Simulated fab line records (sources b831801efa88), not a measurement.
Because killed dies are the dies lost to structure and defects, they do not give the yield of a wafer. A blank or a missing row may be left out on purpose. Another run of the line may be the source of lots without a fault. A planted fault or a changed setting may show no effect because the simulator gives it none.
Problem report, 8D (eight disciplines) form, completed by code	flow sky130	the parts of the form that need people (team, actions taken, sign-off) are left out

## 1. THE PROBLEM
Wafers free of any fault read 6.91 ohm/sq (standard deviation 0.11) for CAPM_TIN_RS at SKY_CAPM_RS_MEAS_03, against a mean of 6.30 ohm/sq on 2 wafers of 2 lots. That is -5.5 standard deviations from the usual mean.
The step: measures by four-point-probe.
First seen on wafer L887.3, day 38 00:28, on film_metro-03. The record holds 42 wafers of 14 lots with a number at this step. Rule for "out" (also "out of limits"): further than 4 standard deviations from the usual mean. The rest of the wafers with a number are treated as sound.

## 2. WHAT THIS IS AND IS NOT
question	is	is not
which readings at this step	CAPM_TIN_RS	-
which lots	L887, L888	L882, L884, L886, L895, L897, L898, L899, L900, L901, L902, L903, L904
which wafers of those lots	L887.3, L888.4	L887.1, L887.4, L888.2, L888.3
read on which gauges	film_metro-02, film_metro-03	film_metro-04
when	from day 38 00:28	up to then (11 sound wafers); but 29 sound wafers of L888, L895, L897, L898, L899, L900, L901, L902, L903, L904 came after

## 3. SUSPECTS, AND WHAT RULES EACH OUT
Counting: if a tool at a process step up to the reading ran every lot that is out, it stays a suspect. Sound lots after the first of them don't rule it out here, since some wafers of a struck lot are sound.
- the gauge at SKY_CAPM_RS_MEAS_03: ruled out. The wafers that are out were read on 2 gauges (film_metro-02, film_metro-03).
- pvd_sputter-04 at SKY_CAPM_SPUTTER_02 (material TiN, target thk 200 nm, time 166.7 s): kept. It ran every lot that is out, first L887 (day 38 00:22); its last sound lot up to then is L884 (day 36 18:51).
Remaining after the count: pvd_sputter-04 at SKY_CAPM_SPUTTER_02.

## 4. THE CAUSE (what the simulator had put in)
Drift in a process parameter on pvd_sputter-04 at SKY_CAPM_SPUTTER_02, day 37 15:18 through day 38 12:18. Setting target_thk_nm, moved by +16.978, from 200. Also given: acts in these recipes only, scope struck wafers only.
Only this tool survived the counting.

## 5. SEQUENCE OF EFFECTS, ordered by route
One row per reading whose mean, taken over the struck wafers that have a number, lies over 3 standard deviations from the usual. Scope: only readings with a usual standard deviation given in the record; hours: median across lots of the time from each lot's start at the first step in this table that gives one to its start at this step; sigmas: change in usual standard deviations.
hours	step	reading	usual	on struck wafers	change	sigmas
0	SKY_CAPM_RS_MEAS_03	CAPM_TIN_RS	6.91 ohm/sq	6.30	-0.61	-5.5
5	SKY_CAPM_THK_MEAS_04	CAPM_TIN_THK	199 nm	216	+18	+5.5
25	SKY_CAPM_METAL_ETCH_13	oes_product_au	0.940 a.u.	0.984	+0.044	+4.5
Its process steps:
- SKY_CAPM_METAL_ETCH_13: etches TiN in Cl2/BCl3, stops on SiO2, target depth 220 nm, time 62.9 s.

## 6. HOW IT WOULD HAVE BEEN CAUGHT EARLIER
The first out-of-limits reading at a measuring or inspecting step in this record came at day 38 00:28, 9 hours after the fault's start at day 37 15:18.
Of the tool readings at SKY_CAPM_SPUTTER_02 for which the record gives a usual standard deviation, none was out on any struck wafer, so an alarm limit of 4 standard deviations on them would not have fired.
Lots out: 2; of these, L888 started SKY_CAPM_SPUTTER_02 on pvd_sputter-04 after day 38 00:28. It would have been spared by a hold on the tool at that moment.
